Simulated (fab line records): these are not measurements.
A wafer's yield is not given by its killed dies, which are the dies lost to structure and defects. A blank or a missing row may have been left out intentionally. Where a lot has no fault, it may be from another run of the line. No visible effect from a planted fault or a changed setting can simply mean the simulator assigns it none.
Code-filled problem report in 8D (eight disciplines) form | flow sfq line | the parts of the form that need people (team, actions taken, sign-off) are left out

== 1. WHAT IS WRONG ==
cathode dc power W at SFQ_TRILAYER_R5_DEP_SPUTTER_132 reads a mean of 1745.5 W on 2 wafers of 2 lots; wafers without a fault read 2000.0 W with a standard deviation of 0.33. That is -99 or more standard deviations from the usual mean.
The step: material Ti, target thk 5 nm, time 5 s.
The first sign was on wafer L779.6 at day 60 13:03, on pvd sputter-05. Wafers with a number at this step in the record: 18, from 6 lots. By rule, "out" or "out of limits" means more than 4 standard deviations away from the usual mean. All remaining wafers that have a number are taken as sound.

== 2. WHAT IT IS, WHAT IT ISN'T ==
question                    | is                 | is not
which readings at this step | cathode dc power W | throttle valve pct
which lots                  | L779, L781         | L765, L768, L782, L785
which wafers of those lots  | L779.6, L781.5     | L779.1, L779.3, L781.3, L781.4
read on which tools         | pvd sputter-05     | pvd sputter-04, pvd sputter-06
when                        | from day 60 13:03  | up to then (8 sound wafers); but 8 sound wafers of L781, L782, L785 came after

== 3. SUSPECTS, AND WHAT RULES EACH OUT ==
Counting: if a tool at a process step up to the reading ran every lot that is out, it stays a suspect. Sound lots after the first of them don't rule it out here, since some wafers of a struck lot are sound.
- pvd sputter-05 at SFQ_TRILAYER_R5_DEP_SPUTTER_132 (material Ti, target thk 5 nm, time 5 s): kept. It ran every lot that is out, first L779 (day 60 13:03); its last sound lot up to then is L768 (day 58 18:55). Out on those wafers are its own readings of cathode dc power W.
Left after counting: pvd sputter-05 at SFQ_TRILAYER_R5_DEP_SPUTTER_132.

== 4. THE CAUSE (what the simulator had put in) ==
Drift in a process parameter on pvd sputter-05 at SFQ_TRILAYER_R5_DEP_SPUTTER_132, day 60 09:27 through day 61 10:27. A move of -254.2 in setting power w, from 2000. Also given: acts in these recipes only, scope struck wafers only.
Counting left only this tool.

== 5. SEQUENCE OF EFFECTS, ordered by route ==
Each row: a reading whose mean over the struck wafers that have a number lies more than 3 standard deviations from the usual. Only readings whose record carries a usual standard deviation are examined. hours: median over the lots of the time between each lot's start at the first step of this table that gives one and its start at this step. sigmas: the change, counted in usual standard deviations.
hours | step                            | reading            | usual    | on struck wafers | change | sigmas
0     | SFQ_TRILAYER_R5_DEP_SPUTTER_132 | cathode dc power W | 2000.0 W | 1745.5           | -254.5 | -99 or more
Here are the process steps it includes:
- SFQ_TRILAYER_R5_DEP_SPUTTER_132: material Ti, target thk 5 nm, time 5 s.

== 6. WHAT WOULD HAVE CAUGHT IT SOONER ==
The fault began at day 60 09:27; the first out-of-limits reading in this record came at day 60 13:03, 4 hours later.
